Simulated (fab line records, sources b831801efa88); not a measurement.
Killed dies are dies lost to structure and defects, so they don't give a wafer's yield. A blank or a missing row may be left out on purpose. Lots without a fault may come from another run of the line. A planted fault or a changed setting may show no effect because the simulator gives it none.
A struck lot beside a sound one | flow sfq_line | 14 steps out of a route of 325
Sound: wafers L719.3, L719.5, L719.6. Struck: wafers L725.1, L725.2, L725.3. The cause comes at the end.
At each step with rows: each side's tool, then ch and its chambers, then its first start. Under that, the readings that differ: sound wafers | struck wafers | difference of the means | sigmas: that difference in standard deviations of wafers without a fault.
alike: readings whose means differ by less than 2 such deviations, and words and numbers that are the same on both sides. not compared: withheld readings, readings that some wafer has no value for, bounds like >300 that may hide the same value, and numbers for which the record gives no deviation and whose values overlap.
The two part at a step that has a row with sigmas, a row that says differs or no value, or rows on one side only. Numbers that don't overlap but have no deviation are shown without sigmas and don't part them. A reading that every wafer of one side lacks parts them only if that side has two wafers or more.

first, 6 steps without rows for these wafers: SFQ_TRILAYER_L0_VIA_LITHO_COAT_018 (resist thk 62 nm); SFQ_TRILAYER_L0_VIA_LITHO_COAT_013 (resist thk 650 nm); SFQ_TRILAYER_L0_VIA_LITHO_SOFTBAKE_017; SFQ_TRILAYER_L0_VIA_LITHO_EXPOSE_014 (exposes mask L0V, target cd 700 nm); SFQ_TRILAYER_L0_VIA_LITHO_PEB_016 (peb time 60 s); SFQ_TRILAYER_L0_VIA_LITHO_DEVELOP_015 (time 60 s).
SFQ_L0V_OVL_MEAS_903:
  sound on overlay-01, day 12 14:35; struck on overlay-01, day 14 15:51
  alike: L0V_OVL
SFQ_TRILAYER_L0_VIA_BARC_OPEN_VIA_ETCH_021: etches BARC in O2, target depth 125 nm, time 41.7 s.
  sound on rie_diel-03 ch 0,1,2, day 12 14:37; struck on rie_diel-04 ch 0,1,2, day 14 15:53
  alike: drypump_motor_current_A, oes_product_au
  not compared: rf_hours_counter_h
SFQ_TRILAYER_L0_VIA_ETCH_VIA_ETCH_016: etches SiO2 in CHF3, stops on MoNx KI, target depth 80 nm.
  sound on rie_diel-03 ch 0,1,2, day 12 14:39; struck on rie_diel-04 ch 0,1,2, day 14 15:55
  alike: drypump_motor_current_A, oes_product_au
SFQ_TRILAYER_L0_VIA_STRIP_STRIP_017: strips in O2.
  sound on rie_metal-04 ch 0,1, day 12 14:54; struck on rie_metal-04 ch 0, day 14 15:58
  alike: drypump_motor_current_A, oes_product_au
  not compared: rf_hours_counter_h
then, 2 steps without rows for these wafers: SFQ_TRILAYER_L0_VIA_STRIP_SOLV_CLEAN_018 (cleans in NMP, time 600 s); SFQ_TRILAYER_M0_DEP_PRE_CLEAN_020 (time 15 s).
SFQ_TRILAYER_M0_DEP_SPUTTER_019: material Nb, target thk 200 nm, time 133.3 s.
  sound on pvd_sputter-06, day 12 15:30; struck on pvd_sputter-05, day 14 17:22
  reading                  | sound                   | struck                  | difference | sigmas
  chamber_pressure_pa (Pa) | 0.13347 0.13293 0.13313 | 0.10105 0.10147 0.10165 | -0.03179   | -99 or more
  throttle_valve_pct (%)   | 29.0 28.5 29.0          | 33.5 35.3 35.3          | +5.9       | +6
SFQ_M0_RS_MEAS_904: measures by four-point-probe.
  sound on film_metro-01, day 12 15:38; struck on film_metro-02, day 14 17:28
  reading           | sound             | struck            | difference | sigmas
  M0_NB_RS (ohm/sq) | 0.897 0.897 0.899 | 0.874 0.878 0.883 | -0.019     | -2

WHERE THEY PART
First at SFQ_TRILAYER_M0_DEP_SPUTTER_019; last, within this record, at SFQ_M0_RS_MEAS_904.

WHY: what the simulator had put in
Process parameter drift: pvd_sputter-05, from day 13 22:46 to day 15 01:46, at SFQ_TRILAYER_M0_DEP_SPUTTER_019. Setting chamber_pressure_pa, moved by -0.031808, from 0.1333. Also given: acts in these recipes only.
